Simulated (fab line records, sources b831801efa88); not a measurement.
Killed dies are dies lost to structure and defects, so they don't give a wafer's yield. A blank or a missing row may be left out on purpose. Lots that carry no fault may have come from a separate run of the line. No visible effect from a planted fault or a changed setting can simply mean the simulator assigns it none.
Check of tool commonality ; flow sky130 ; 48 wafers sampled across 14 lots

== THE REASON FOR OPENING IT ==
Flagged at SKY_METAL3_CD_MEAS_13: reading cdNm, on 2 of 14 lots. Fault-free wafers read 299.7 nm, with a standard deviation of 1.5.
Rule: flag the lot when none of its wafers has a number, or when each of its wafers that has one lies beyond 4 standard deviations from that mean. The rest of the lots are taken to be sound.

lot;measured;on;cdNm (nm), wafer by wafer;flag
L864;day 38 20:01;cdSem-01;298.6 298.3 297.6;
L865;day 39 03:59;cdSem-02;298.4 300.4 299.2;
L866;day 39 13:49;cdSem-02;303.0 302.2 303.2;
L867;day 40 04:41;cdSem-02;303.3 303.5 303.4;
L869;day 40 16:17;cdSem-01;298.8 297.9 298.6;
L870;day 41 06:28;cdSem-01;301.5 300.2 301.1;
L871;day 41 13:40;cdSem-01;303.2 301.9 300.7;
L874;day 42 00:50;cdSem-02;297.9 298.6 300.8;
L879;day 43 07:24;cdSem-01;360.2 359.5 360.1 360.6 359.8 360.1;FLAGGED
L878;day 43 08:20;cdSem-02;299.0 299.9 298.7;
L881;day 44 04:49;cdSem-02;298.5 298.9 299.1;
L882;day 44 09:37;cdSem-02;346.8 348.2 346.5 346.7 347.7 346.3;FLAGGED
L886;day 45 07:24;cdSem-02;301.1 300.0 300.0;
L887;day 45 11:43;cdSem-01;297.5 297.2 299.1;
The numbers of the flagged lots are 353.5 nm on average: +53.8 nm against the usual, or +36 standard deviations.

== WHICH TOOL EACH LOT WENT THROUGH ==
The record holds 2 process steps before the reading, out of a route of 708 steps. Each cell gives the tool, then ch followed by the chambers the sampled wafers passed through, then the start.
lot;flag;SKY_CAPM_METAL_ETCH_13;SKY_METAL3_EXPOSE_10
L864;;rieMetal-02 ch 0,1, day 37 17:53;krfScanner-02 ch 0, day 38 07:32
L865;;rieMetal-01 ch 0, day 38 01:41;krfScanner-01 ch 0, day 38 15:05
L866;;rieMetal-02 ch 0,1, day 38 11:53;krfScanner-01 ch 0, day 39 01:53
L867;;rieMetal-01 ch 0,1, day 39 02:47;krfScanner-01 ch 0, day 39 15:54
L869;;rieMetal-02 ch 0, day 39 15:08;krfScanner-01 ch 0, day 40 04:58
L870;;rieMetal-01 ch 0,1, day 40 05:53;krfScanner-02 ch 0, day 40 18:08
L871;;rieMetal-01 ch 0,1, day 40 12:38;krfScanner-01 ch 0, day 41 02:14
L874;;rieMetal-01 ch 0,1, day 40 23:56;krfScanner-01 ch 0, day 41 12:23
L879;FLAGGED;rieMetal-01 ch 0,1, day 42 07:05;krfScanner-02 ch 0, day 42 19:19
L878;;rieMetal-02 ch 0,1, day 42 08:29;krfScanner-01 ch 0, day 42 20:58
L881;;rieMetal-03 ch 1, day 43 05:29;krfScanner-01 ch 0, day 43 17:05
L882;FLAGGED;rieMetal-02 ch 0,1, day 43 10:50;krfScanner-02 ch 0, day 43 22:34
L886;;rieMetal-03 ch 0,1, day 44 08:27;krfScanner-01 ch 0, day 44 20:21
L887;;rieMetal-02 ch 0,1, day 44 12:59;krfScanner-01 ch 0, day 45 01:10
These steps, and what they do:
- SKY_CAPM_METAL_ETCH_13: etches TiN in Cl2/BCl3, stops on SiO2, target depth 220 nm, time 62.9 s.
- SKY_METAL3_EXPOSE_10: exposes mask MM3, target cd 300 nm.
- SKY_METAL3_CD_MEAS_13: target cd 300 nm.

== FLAGGED AGAINST TOTAL, ONE TOOL AT A TIME (gauges that did the reading follow at the end) ==
step;tool;lots run;flagged;share of the flagged lots;sound lots run after its first flagged lot
SKY_CAPM_METAL_ETCH_13;rieMetal-01;6;1;some;0
SKY_CAPM_METAL_ETCH_13;rieMetal-02;6;1;some;1 (L887)
SKY_CAPM_METAL_ETCH_13;rieMetal-03;2;0;none;-
SKY_METAL3_EXPOSE_10;krfScanner-01;10;0;none;-
SKY_METAL3_EXPOSE_10;krfScanner-02;4;2;all;0
SKY_METAL3_CD_MEAS_13;cdSem-01;6;1;some;1 (L887)
SKY_METAL3_CD_MEAS_13;cdSem-02;8;1;some;1 (L886)

== THE TABLE: WHAT IT ALLOWS ==
Rows of the table that ran each flagged lot: 1, that is krfScanner-02 at SKY_METAL3_EXPOSE_10.
- krfScanner-02 at SKY_METAL3_EXPOSE_10: 2 of its 4 lots flagged. It ran its last sound lot, L870, at day 40 18:08 and its first flagged lot, L879, at day 42 19:19: a fault with its onset between the two fits. Its own readings (exposureDoseMJCm2) fall more than 4 standard deviations out on all wafers of the flagged lots.
One tool is left: krfScanner-02 at SKY_METAL3_EXPOSE_10.

== WHAT WAS PUT IN BY THE SIMULATOR ==
Drift in process parameters on krfScanner-02 at SKY_METAL3_EXPOSE_10, starting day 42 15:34. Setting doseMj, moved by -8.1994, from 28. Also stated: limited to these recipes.
Lots struck among those shown: L879, L882. The rule above found the same.
